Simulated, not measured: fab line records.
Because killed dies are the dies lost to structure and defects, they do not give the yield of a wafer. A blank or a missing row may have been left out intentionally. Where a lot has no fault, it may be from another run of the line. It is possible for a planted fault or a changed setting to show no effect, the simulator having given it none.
fab line records | flow sky130
record: lots: 6 | wafers: 18 | last-day: 50
route steps=708 shown VT_ADJUST_HVTR@133 VT_ADJUST_PCH@143 PAD_OPEN@708
lots with no fault: from the same line, run without faults
start-h: hours from the record's first day to the start of the lot's first wafer shown | wait-h: how many hours have passed since the lot's step before this one | " repeats the value in the row above | L1.1+2: one row covering several wafers at once | - no value present, or no start provided | * or withheld: withheld | < > ~ a bound
route shown NAME@n: names a module that has steps shown in the file, with the first one's number in the route | usual: mean/standard deviation taken from wafers without a fault | same: alike in all rows | chamber/n: place in a boat | sites: each site's reading | _std_site: how widely they spread, as a standard deviation | _edge_site: the outer-site mean with the inner-site mean subtracted | radius-mm: how far each site lies from the wafer's centre | mask NAME#n: copy n | behind: tool/chamber where the wafer was last shaped | hold: what put the lot on hold/how long, in hours/how the hold closed | device: the transistor (n, p or np) that didn't switch | end of line: the tests these same wafers got at the end of their route | where a step has no rows: the recipe by itself | killed: count of dies lost to structure and defects at first sort (not the wafer's yield) | map: shows each die of a wafer: x if killed, . if not, _ if none is there
set.NAME: the setting the step ran with; set.NAME@STEP: the setting that earlier step ran with | model.NAME: the simulator's own value behind a step, which no gauge read
lots at some steps of the route; a table a step, a row a wafer
services: when a tool's chamber went out of use (start-h, in hours from the record's first day, below 0 if earlier), for how many hours, and the reason
== steps ==
step: SKY_VT_ADJUST_HVTR_COAT_02
recipe: resist: NOVOLAK | spin-rpm: 3000 | resist-thk-nm: 1140
step: SKY_VT_ADJUST_HVTR_SOFTBAKE_03
recipe: temp-c: 90 | time-s: 60 | resist: NOVOLAK
step: SKY_VT_ADJUST_HVTR_EXPOSE_04
recipe: mask-id: HVTRM | target-cd-nm: 380 | na: 0.6 | source-shape: conventional | sigma-outer: 0.6 | dose-mj: 150
step: SKY_VT_ADJUST_HVTR_PEB_05
recipe: temp-c: withheld | time-s: * | resist: NOVOLAK
step: SKY_VT_ADJUST_HVTR_DEVELOP_06
recipe: develop-time-s: 60 | dev-temp-c: 23
step: SKY_VT_ADJUST_HVTR_CD_MEAS_07
recipe: target-cd-nm: 380
usual: cd-nm: 380.5/2.1
lot.wafer | tool      | chamber | start-h | wait-h | cd-nm
L949.1    | cd-sem-02 | -       | 214.86  | 0.1    | 379.5
L949.2    | "         | -       | "       | "      | 380.5
L949.5    | "         | -       | "       | "      | 381.1
L955.2    | cd-sem-01 | -       | 259.59  | 0.1    | 380.4
L955.4    | "         | -       | "       | "      | 384.7
L955.5    | "         | -       | "       | "      | 382.6
L961.4    | cd-sem-02 | -       | 301.83  | 0.1    | 383.8
L961.5    | "         | -       | "       | "      | 382.9
L961.6    | "         | -       | "       | "      | 382.0
L962.2    | cd-sem-02 | -       | 310.80  | 0.2    | 378.6
L962.4    | "         | -       | "       | "      | 376.4
L962.6    | "         | -       | "       | "      | 377.6
L968.1    | cd-sem-02 | -       | 361.70  | 0.1    | 382.4
L968.2    | "         | -       | "       | "      | 381.8
L968.5    | "         | -       | "       | "      | 382.7
L970.1    | cd-sem-01 | -       | 372.81  | 0.1    | 382.0
L970.5    | "         | -       | "       | "      | 381.9
L970.6    | "         | -       | "       | "      | 381.3
step: SKY_VT_ADJUST_HVTR_OVL_MEAS_08
usual: VT_ADJUST_HVTR_OVL: 0.3/1.6
lot.wafer | tool       | chamber | start-h | wait-h | VT_ADJUST_HVTR_OVL[nm]
L949.1    | overlay-01 | -       | 214.98  | 0.1    | 3.7
L949.2    | "          | -       | "       | "      | 3.2
L949.5    | "          | -       | "       | "      | 2.5
L955.2    | overlay-01 | -       | 259.70  | 0.1    | 0.3
L955.4    | "          | -       | "       | "      | 0.6
L955.5    | "          | -       | "       | "      | -1.3
L961.4    | overlay-01 | -       | 301.91  | 0.1    | 3.5
L961.5    | "          | -       | "       | "      | 2.2
L961.6    | "          | -       | "       | "      | 2.4
L962.2    | overlay-01 | -       | 310.91  | 0.1    | 0.9
L962.4    | "          | -       | "       | "      | 1.0
L962.6    | "          | -       | "       | "      | 1.7
L968.1    | overlay-01 | -       | 361.82  | 0.1    | -2.2
L968.2    | "          | -       | "       | "      | -2.6
L968.5    | "          | -       | "       | "      | -2.8
L970.1    | overlay-01 | -       | 372.96  | 0.1    | 1.6
L970.5    | "          | -       | "       | "      | 0.7
L970.6    | "          | -       | "       | "      | 1.2
step: SKY_VT_ADJUST_HVTR_IMPLANT_09
recipe: species: B | energy-kev: 10 | dose-cm2: 2.1e+12 | tilt-deg: withheld
step: SKY_VT_ADJUST_HVTR_STRIP_10
recipe: chemistry: O2/N2 | power-w: 1400 | pressure-mtorr: 1500 | platen-temp-c: withheld | o2-flow-sccm: 3000 | n2-flow-sccm: 300 | overash-fraction: 0.5
usual: drypump-motor-current-A: 5.7/0.45 | oes-product-au: 0.716/0.0048 | strip-time-to-endpoint-s: 14.16/0.03
lot.wafer | tool            | chamber | start-h | wait-h | drypump-motor-current-A | oes-product-au | rf-hours-counter-h | strip-time-to-endpoint-s
L949.1    | plasma-asher-03 | 0       | 215.17  | 0.1    | 6.2                     | 0.710          | 37                 | 14.18
L949.2    | "               | 1       | "       | "      | 6.2                     | 0.721          | 37                 | 14.18
L949.5    | "               | 1       | "       | "      | 6.2                     | 0.718          | -                  | 14.17
L955.2    | plasma-asher-02 | 0       | 259.88  | 0.1    | 5.1                     | 0.712          | 15                 | 14.20
L955.4    | "               | 1       | "       | "      | 6.2                     | 0.706          | -                  | 14.20
L955.5    | "               | 0       | "       | "      | 5.2                     | 0.715          | -                  | 14.15
L961.4    | plasma-asher-01 | 1       | 302.11  | 0.1    | 5.5                     | 0.709          | -                  | 14.20
L961.5    | "               | 0       | "       | "      | 5.3                     | 0.723          | -                  | 14.24
L961.6    | "               | 1       | "       | "      | 5.5                     | 0.718          | -                  | 14.25
L962.2    | plasma-asher-01 | 1       | 311.09  | 0.1    | 5.5                     | 0.718          | 65                 | 14.20
L962.4    | "               | 1       | "       | "      | 5.5                     | 0.720          | -                  | 14.24
L962.6    | "               | 1       | "       | "      | 5.5                     | 0.709          | -                  | 14.19
L968.1    | plasma-asher-01 | 1       | 362.01  | 0.1    | 5.5                     | 0.715          | 71                 | 14.14
L968.2    | "               | 0       | "       | "      | 5.3                     | 0.715          | 71                 | 14.16
L968.5    | "               | 0       | "       | "      | 5.3                     | 0.713          | -                  | 14.17
L970.1    | plasma-asher-02 | 1       | 373.14  | 0.1    | 6.2                     | 0.718          | 25                 | 14.13
L970.5    | "               | 1       | "       | "      | 6.2                     | 0.715          | -                  | 14.11
L970.6    | "               | 0       | "       | "      | 5.1                     | 0.718          | -                  | 14.14
step: SKY_VT_ADJUST_HVTR_TW_MEAS_11
usual: VT_ADJUST_HVTR_TW: 210.9/2.5
lot.wafer | tool          | chamber | start-h | wait-h | VT_ADJUST_HVTR_TW
L949.1    | film-metro-04 | -       | 215.27  | 0.1    | 207.6
L949.2    | "             | -       | "       | "      | 208.5
L949.5    | "             | -       | "       | "      | 208.9
L955.2    | film-metro-04 | -       | 259.99  | 0.1    | 209.8
L955.4    | "             | -       | "       | "      | 207.9
L955.5    | "             | -       | "       | "      | 209.4
L961.4    | film-metro-01 | -       | 302.21  | 0.1    | 210.6
L961.5    | "             | -       | "       | "      | 211.3
L961.6    | "             | -       | "       | "      | 212.3
L962.2    | film-metro-03 | -       | 311.20  | 0.1    | 214.1
L962.4    | "             | -       | "       | "      | 213.5
L962.6    | "             | -       | "       | "      | 214.3
L968.1    | film-metro-01 | -       | 362.11  | 0.1    | 212.9
L968.2    | "             | -       | "       | "      | 212.1
L968.5    | "             | -       | "       | "      | 212.3
L970.1    | film-metro-04 | -       | 373.24  | 0.1    | 208.9
L970.5    | "             | -       | "       | "      | 209.6
L970.6    | "             | -       | "       | "      | 209.6
step: SKY_VT_ADJUST_PCH_DEHYDRATE_00
recipe: temp-c: 200 | time-s: 60
step: SKY_VT_ADJUST_PCH_HMDS_01
recipe: prime-time-s: 60 | prime-temp-c: 120
step: SKY_VT_ADJUST_PCH_COAT_02
recipe: spin-rpm: 2000 | resist-thk-nm: 3000
usual: spin-speed-rpm: 2000.0/1.2
lot.wafer | tool           | chamber | start-h | wait-h | spin-speed-rpm | model.coat_of_VT_ADJUST_PCH_COAT_02.thk-nm
L949.1    | litho-track-02 | 0       | 226.12  | 0.1    | 2001.3         | 3016
L949.2    | "              | 0       | "       | "      | 2000.7         | 3016
L949.5    | "              | 0       | "       | "      | 2000.7         | 3014
L955.2    | litho-track-01 | 0       | 271.33  | 0.1    | 2001.4         | 3013
L955.4    | "              | 0       | "       | "      | 1999.9         | 3007
L955.5    | "              | 0       | "       | "      | 2000.9         | 3005
L961.4    | litho-track-02 | 0       | 314.50  | 0.1    | 2141.3         | 2915
L961.5    | "              | 0       | "       | "      | 2141.5         | 2899
L961.6    | "              | 0       | "       | "      | 2141.7         | 2898
L962.2    | litho-track-02 | 0       | 322.70  | 0.1    | 2140.5         | 2886
L962.4    | "              | 0       | "       | "      | 2141.0         | 2888
L962.6    | "              | 0       | "       | "      | 2138.8         | 2886
L968.1    | litho-track-01 | 0       | 375.30  | 0.1    | 1999.3         | 3014
L968.2    | "              | 0       | "       | "      | 1998.7         | 3016
L968.5    | "              | 0       | "       | "      | 1999.8         | 3015
L970.1    | litho-track-01 | 0       | 387.15  | 0.1    | 1999.3         | 2999
L970.5    | "              | 0       | "       | "      | 1999.9         | 2999
L970.6    | "              | 0       | "       | "      | 1999.2         | 2998
step: SKY_VT_ADJUST_PCH_SOFTBAKE_03
recipe: temp-c: 110 | time-s: withheld
step: SKY_VT_ADJUST_PCH_EXPOSE_04
recipe: mask-id: NWM | na: 0.6 | source-shape: conventional | sigma-outer: 0.6 | polarization: unpolarized | target-cd-nm: 840 | dose-mj: 255
step: SKY_VT_ADJUST_PCH_PEB_05
recipe: temp-c: 115 | time-s: withheld
step: SKY_VT_ADJUST_PCH_DEVELOP_06
recipe: wall-angle-deg: 90 | developer: TMAH | develop-time-s: 60 | dev-temp-c: 23
usual: developer-temp-C: 23.00/0.11
lot.wafer | tool           | chamber | start-h | wait-h | developer-temp-C | model.coat_of_VT_ADJUST_PCH_COAT_02.thk-nm
L949.1    | litho-track-01 | 0       | -       | -      | 22.89            | 3012
L949.2    | "              | 0       | "       | "      | 22.97            | 3011
L949.5    | "              | 0       | "       | "      | 22.85            | 3010
L955.2    | litho-track-02 | 0       | -       | -      | 22.88            | 3008
L955.4    | "              | 0       | "       | "      | 23.11            | 3002
L955.5    | "              | 0       | "       | "      | 23.00            | 3001
L961.4    | litho-track-03 | 0       | -       | -      | 22.98            | 2911
L961.5    | "              | 0       | "       | "      | 23.05            | 2895
L961.6    | "              | 0       | "       | "      | 22.90            | 2893
L962.2    | litho-track-01 | 0       | -       | -      | 22.85            | 2882
L962.4    | "              | 0       | "       | "      | 22.92            | 2883
L962.6    | "              | 0       | "       | "      | 22.96            | 2882
L968.1    | litho-track-02 | 0       | -       | -      | 23.23            | 3009
L968.2    | "              | 0       | "       | "      | 23.06            | 3012
L968.5    | "              | 0       | "       | "      | 22.96            | 3011
L970.1    | litho-track-02 | 0       | -       | -      | 23.07            | 2994
L970.5    | "              | 0       | "       | "      | 22.81            | 2995
L970.6    | "              | 0       | "       | "      | 22.96            | 2994
step: SKY_VT_ADJUST_PCH_OVL_MEAS_07
usual: VT_ADJUST_PCH_OVL: -0.1/1.3
lot.wafer | tool       | chamber | start-h | wait-h | VT_ADJUST_PCH_OVL[nm]
L949.1    | overlay-02 | -       | 237.95  | -      | 0.6
L949.2    | "          | -       | "       | "      | 1.7
L949.5    | "          | -       | "       | "      | -0.2
L955.2    | overlay-01 | -       | 284.03  | -      | -3.4
L955.4    | "          | -       | "       | "      | -1.3
L955.5    | "          | -       | "       | "      | -0.7
L961.4    | overlay-02 | -       | 327.38  | -      | -0.7
L961.5    | "          | -       | "       | "      | 0.5
L961.6    | "          | -       | "       | "      | -0.2
L962.2    | overlay-02 | -       | 337.11  | -      | -0.4
L962.4    | "          | -       | "       | "      | 0.5
L962.6    | "          | -       | "       | "      | 0.3
L968.1    | overlay-01 | -       | 389.57  | -      | 0.5
L968.2    | "          | -       | "       | "      | 1.4
L968.5    | "          | -       | "       | "      | 1.8
L970.1    | overlay-01 | -       | 401.62  | -      | 0.6
L970.5    | "          | -       | "       | "      | 1.6
L970.6    | "          | -       | "       | "      | 1.0
step: SKY_VT_ADJUST_PCH_IMPLANT_08
recipe: species: B | energy-kev: 10 | dose-cm2: 5e+11 | tilt-deg: withheld
step: SKY_VT_ADJUST_PCH_STRIP_09
recipe: chemistry: O2/N2 | power-w: 1400 | pressure-mtorr: 1500 | platen-temp-c: withheld | o2-flow-sccm: 3000 | n2-flow-sccm: 300 | overash-fraction: 0.5
usual: drypump-motor-current-A: 5.9/0.34 | oes-product-au: 0.723/0.0043 | strip-time-to-endpoint-s: 36.98/0.11
lot.wafer | tool            | chamber | start-h | wait-h | drypump-motor-current-A | oes-product-au | rf-hours-counter-h | strip-time-to-endpoint-s
L949.1    | plasma-asher-03 | 0       | 238.14  | 0.1    | 6.1                     | 0.721          | 39                 | 37.10
L949.2    | "               | 1       | "       | "      | 6.1                     | 0.729          | 39                 | 37.09
L949.5    | "               | 1       | "       | "      | 6.2                     | 0.730          | -                  | 37.07
L955.2    | plasma-asher-03 | 1       | 284.21  | 0.1    | 6.2                     | 0.728          | 44                 | 37.05
L955.4    | "               | 1       | "       | "      | 6.2                     | 0.725          | -                  | 37.02
L955.5    | "               | 1       | "       | "      | 6.2                     | 0.734          | -                  | 36.98
L961.4    | plasma-asher-04 | 1       | 327.58  | 0.1    | 6.0                     | 0.725          | -                  | 35.94
L961.5    | "               | 0       | "       | "      | 5.7                     | 0.730          | -                  | 35.76
L961.6    | "               | 1       | "       | "      | 6.0                     | 0.718          | -                  | 35.74
L962.2    | plasma-asher-04 | 0       | 337.29  | 0.1    | 5.7                     | 0.726          | 66                 | 35.60
L962.4    | "               | 0       | "       | "      | 5.7                     | 0.724          | -                  | 35.62
L962.6    | "               | 1       | "       | "      | 6.0                     | 0.715          | -                  | 35.62
L968.1    | plasma-asher-04 | 1       | 389.76  | 0.1    | 6.0                     | 0.721          | 71                 | 37.07
L968.2    | "               | 0       | "       | "      | 5.7                     | 0.719          | 71                 | 37.10
L968.5    | "               | 1       | "       | "      | 6.0                     | 0.715          | -                  | 37.09
L970.1    | plasma-asher-04 | 0       | 401.81  | 0.1    | 5.7                     | 0.721          | 73                 | 36.89
L970.5    | "               | 1       | "       | "      | 6.0                     | 0.717          | -                  | 36.90
L970.6    | "               | 0       | "       | "      | 5.7                     | 0.729          | -                  | 36.89
step: SKY_VT_ADJUST_PCH_TW_MEAS_10
usual: VT_ADJUST_PCH_TW: 142.6/1.3
lot.wafer | tool          | chamber | start-h | wait-h | VT_ADJUST_PCH_TW
L949.1    | film-metro-01 | -       | 238.24  | 0.1    | 142.4
L949.2    | "             | -       | "       | "      | 142.6
L949.5    | "             | -       | "       | "      | 142.2
L955.2    | film-metro-02 | -       | 284.32  | 0.1    | 143.9
L955.4    | "             | -       | "       | "      | 144.2
L955.5    | "             | -       | "       | "      | 143.7
L961.4    | film-metro-04 | -       | 327.68  | 0.1    | 140.6
L961.5    | "             | -       | "       | "      | 141.0
L961.6    | "             | -       | "       | "      | 140.2
L962.2    | film-metro-01 | -       | 337.40  | 0.1    | 143.8
L962.4    | "             | -       | "       | "      | 143.7
L962.6    | "             | -       | "       | "      | 143.4
L968.1    | film-metro-01 | -       | 389.86  | 0.1    | 143.4
L968.2    | "             | -       | "       | "      | 143.0
L968.5    | "             | -       | "       | "      | 143.7
L970.1    | film-metro-01 | -       | 401.91  | 0.1    | 143.6
L970.5    | "             | -       | "       | "      | 143.5
L970.6    | "             | -       | "       | "      | 143.4
step: SKY_PAD_OPEN_PROBE_99
usual: killed_at_M0_to_M3: 44/6.4 | killed_at_M4_up: 3.0/1.8 | killed-at-contacts: 24/5 | killed-at-front-end: 16/4.3 | killed-at-other: 0.4/0.76 | killed-dies: 88/8.6 | killed-open: 47/7.2 | killed-short: 40/5.5
same: gross-dies: 492 | killed-at-back-side: 0
lot.wafer | tool      | chamber | start-h | wait-h | killed_at_M0_to_M3 | killed_at_M4_up | killed-at-contacts | killed-at-front-end | killed-at-other | killed-dies | killed-open | killed-short
L949.1    | prober-01 | -       | 1085.55 | 0.1    | 49                 | 5               | 24                 | 7                   | 0               | 85          | 47          | 38
L949.2    | prober-01 | -       | 1085.60 | 0.1    | 54                 | 4               | 35                 | 12                  | 0               | 105         | 56          | 49
L949.5    | prober-01 | -       | 1085.75 | 0.2    | 45                 | 1               | 18                 | 20                  | 0               | 84          | 42          | 42
L955.2    | prober-01 | -       | 1122.93 | 0.1    | 41                 | 2               | 29                 | 16                  | 2               | 90          | 46          | 44
L955.4    | prober-01 | -       | 1123.03 | 0.2    | 44                 | 2               | 25                 | 15                  | 2               | 88          | 45          | 42
L955.5    | prober-01 | -       | 1123.08 | 0.2    | 36                 | 2               | 20                 | 14                  | 1               | 73          | 41          | 32
L961.4    | prober-01 | -       | 1149.67 | 0.2    | 44                 | 1               | 23                 | 15                  | 0               | 83          | 51          | 32
L961.5    | prober-01 | -       | 1149.72 | 0.2    | 43                 | 2               | 20                 | 11                  | 1               | 77          | 39          | 38
L961.6    | prober-01 | -       | 1149.77 | 0.2    | 45                 | 1               | 21                 | 14                  | 1               | 82          | 42          | 40
L962.2    | prober-02 | -       | 1154.12 | 0.1    | 35                 | 5               | 28                 | 26                  | 1               | 95          | 55          | 38
L962.4    | prober-02 | -       | 1154.22 | 0.2    | 38                 | 3               | 26                 | 15                  | 0               | 82          | 38          | 43
L962.6    | prober-02 | -       | 1154.32 | 0.2    | 44                 | 1               | 22                 | 18                  | 0               | 85          | 45          | 40
L968.1    | prober-02 | -       | 1190.37 | 0.1    | 37                 | 3               | 29                 | 19                  | 0               | 88          | 44          | 43
L968.2    | prober-02 | -       | 1190.42 | 0.1    | 45                 | 5               | 26                 | 13                  | 1               | 90          | 50          | 40
L968.5    | prober-02 | -       | 1190.57 | 0.2    | 45                 | 6               | 30                 | 14                  | 0               | 95          | 50          | 44
L970.1    | prober-02 | -       | 1195.44 | 0.1    | 45                 | 7               | 23                 | 23                  | 0               | 98          | 50          | 48
L970.5    | prober-02 | -       | 1195.64 | 0.2    | 48                 | 5               | 27                 | 14                  | 0               | 94          | 46          | 48
L970.6    | prober-02 | -       | 1195.69 | 0.2    | 43                 | 3               | 29                 | 16                  | 0               | 91          | 52          | 39
killed by level:class
L949.1 VIA1:geometric-particle:open=15 LI_CONTACT:geometric-particle:open=10 VIA3:geometric-particle:open=8 VIA1:geometric-particle:short=5 METAL2:geometric-particle:short=5 CONTACT:geometric-particle:open=4 LOCAL_INTERCONNECT:geometric-particle:short=4 VIA2:geometric-particle:short=4
L949.2 VIA1:geometric-particle:open=15 CONTACT:geometric-particle:open=14 VIA1:geometric-particle:short=11 VIA3:geometric-particle:open=7 LOCAL_INTERCONNECT:geometric-particle:short=7 METAL1:geometric-particle:short=7 LI_CONTACT:geometric-particle:open=6 VIA2:geometric-particle:open=6
L949.5 VIA1:geometric-particle:open=13 METAL1:geometric-particle:short=10 FIELD_ISO:geometric-particle:short=5 CONTACT:geometric-particle:open=5 VIA2:geometric-particle:open=5 LI_CONTACT:geometric-particle:open=4 CONTACT:geometric-particle:short=4 VIA3:geometric-particle:short=4
L955.2 CONTACT:geometric-particle:open=10 VIA1:geometric-particle:open=9 VIA2:geometric-particle:open=9 CONTACT:geometric-particle:short=8 POLY_GATE:geometric-particle:short=7 VIA3:geometric-particle:open=5 LI_CONTACT:geometric-particle:short=4 LI_CONTACT:geometric-particle:open=4
L955.4 CONTACT:geometric-particle:open=7 CONTACT:geometric-particle:short=7 VIA2:geometric-particle:open=7 METAL1:geometric-particle:short=6 LI_CONTACT:geometric-particle:open=6 FIELD_ISO:geometric-particle:open=5 VIA1:geometric-particle:open=5 METAL2:geometric-particle:short=5
L955.5 VIA3:geometric-particle:open=10 CONTACT:geometric-particle:short=6 VIA1:geometric-particle:open=6 LI_CONTACT:geometric-particle:open=5 CONTACT:geometric-particle:open=5 METAL2:geometric-particle:short=5 FIELD_ISO:geometric-particle:open=4 POLY_GATE:geometric-particle:short=3
L961.4 VIA2:geometric-particle:open=10 VIA1:geometric-particle:open=9 LI_CONTACT:geometric-particle:open=8 CONTACT:geometric-particle:open=8 VIA1:geometric-particle:short=6 POLY_GATE:geometric-particle:short=5 VIA3:geometric-particle:open=5 METAL2:geometric-particle:short=4
L961.5 VIA2:geometric-particle:open=8 LI_CONTACT:geometric-particle:open=7 METAL1:geometric-particle:short=7 METAL2:geometric-particle:short=7 CONTACT:geometric-particle:open=6 VIA1:geometric-particle:short=5 VIA2:geometric-particle:short=4 FIELD_ISO:geometric-particle:open=3
L961.6 CONTACT:geometric-particle:open=9 VIA1:geometric-particle:open=9 VIA1:geometric-particle:short=8 METAL1:geometric-particle:short=7 VIA2:geometric-particle:open=5 LI_CONTACT:geometric-particle:open=4 METAL3:geometric-particle:short=4 FIELD_ISO:geometric-particle:open=3
L962.2 CONTACT:geometric-particle:open=15 VIA1:geometric-particle:open=8 POLY_GATE:geometric-particle:short=7 VIA2:geometric-particle:open=7 LI_CONTACT:geometric-particle:open=6 VIA1:geometric-particle:short=6 FIELD_ISO:geometric-particle:short=5 METAL2:geometric-particle:short=5
L962.4 LI_CONTACT:geometric-particle:open=11 FIELD_ISO:geometric-particle:short=8 CONTACT:geometric-particle:open=7 VIA1:geometric-particle:open=7 METAL1:geometric-particle:short=6 VIA3:geometric-particle:open=5 CONTACT:geometric-particle:short=5 VIA2:geometric-particle:short=5
L962.6 CONTACT:geometric-particle:open=13 VIA2:geometric-particle:open=9 METAL1:geometric-particle:short=7 VIA1:geometric-particle:short=7 CONTACT:geometric-particle:short=6 VIA3:geometric-particle:open=6 FIELD_ISO:geometric-particle:short=5 POLY_GATE:geometric-particle:short=5
L968.1 CONTACT:geometric-particle:open=12 VIA1:geometric-particle:open=9 VIA3:geometric-particle:open=7 FIELD_ISO:geometric-particle:short=6 CONTACT:geometric-particle:short=6 VIA2:geometric-particle:open=6 POLY_GATE:geometric-particle:open=5 LOCAL_INTERCONNECT:geometric-particle:short=5
L968.2 VIA2:geometric-particle:open=9 CONTACT:geometric-particle:open=8 CONTACT:geometric-particle:short=7 VIA3:geometric-particle:open=7 LI_CONTACT:geometric-particle:open=6 VIA1:geometric-particle:open=5 METAL2:geometric-particle:short=5 METAL3:geometric-particle:short=5
L968.5 CONTACT:geometric-particle:open=12 VIA1:geometric-particle:open=12 LI_CONTACT:geometric-particle:open=7 VIA2:geometric-particle:open=7 FIELD_ISO:geometric-particle:short=5 CONTACT:geometric-particle:short=5 VIA1:geometric-particle:short=5 POLY_GATE:geometric-particle:short=4
L970.1 VIA1:geometric-particle:open=12 METAL1:geometric-particle:short=9 LI_CONTACT:geometric-particle:open=7 CONTACT:geometric-particle:open=7 FIELD_ISO:geometric-particle:open=6 METAL4:geometric-particle:short=6 FIELD_ISO:geometric-particle:short=5 VIA3:geometric-particle:open=5
L970.5 LI_CONTACT:geometric-particle:open=10 VIA2:geometric-particle:short=9 METAL1:geometric-particle:short=7 VIA1:geometric-particle:open=7 FIELD_ISO:geometric-particle:open=6 LI_CONTACT:geometric-particle:short=6 METAL2:geometric-particle:short=6 CONTACT:geometric-particle:open=5
L970.6 VIA1:geometric-particle:open=12 CONTACT:geometric-particle:open=11 METAL1:geometric-particle:short=9 LI_CONTACT:geometric-particle:open=8 VIA2:geometric-particle:open=7 FIELD_ISO:geometric-particle:short=6 CONTACT:geometric-particle:short=5 POLY_GATE:geometric-particle:open=3
== services ==
tool            | chamber | start-h | hours | kind
plasma-asher-01 | -       | 205.48  | 0.9   | repair
litho-track-02  | -       | 224.08  | -     | consumable-replace:filter
plasma-asher-04 | -       | 226.88  | 14.6  | pm
plasma-asher-02 | -       | 328.95  | 5.1   | repair
plasma-asher-02 | -       | 343.80  | 2.8   | pm
plasma-asher-01 | -       | 380.61  | 15.6  | pm
litho-track-01  | -       | 383.24  | -     | consumable-replace:filter
== key ==
first-sign: step: SKY_VT_ADJUST_PCH_COAT_02 | reading: spin-speed-rpm | direction: up | sigmas: 99+ | usual: 2000.0 | struck: 2140.8
effect: step: SKY_VT_ADJUST_PCH_STRIP_09 | reading: strip-time-to-endpoint-s | direction: down | sigmas: 11 | usual: * | struck: *
model-effect: step: SKY_VT_ADJUST_PCH_COAT_02 | value: coat_of_VT_ADJUST_PCH_COAT_02.thk-nm | without: 2995 | struck: 2895
model-effect: step: SKY_VT_ADJUST_PCH_DEVELOP_06 | value: coat_of_VT_ADJUST_PCH_COAT_02.thk-nm | without: 2991 | struck: 2891
met-at SKY_VT_ADJUST_PCH_COAT_02
struck-wafers L961.4,L961.5,L961.6,L962.2,L962.4,L962.6
tester-left-out L961,L962
onset-between 226.12 314.50
fault: kind: process-parameter-drift | tool: litho-track-02 | chamber: - | onset-h: 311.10 | steps: SKY_VT_ADJUST_PCH_COAT_02 | channel: spin-rpm | offset: 140.84 | shape: step | end-h: 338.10 | acts-in: these-recipes-only | stated: 2000
tester-left-out: of these lots the tester's yield and bins aren't shown, on N5 and GAA mostly nor the transistor test; their killed dies are dies lost to structure and defects alone, not to doping, threshold or leakage, so they don't give the yield
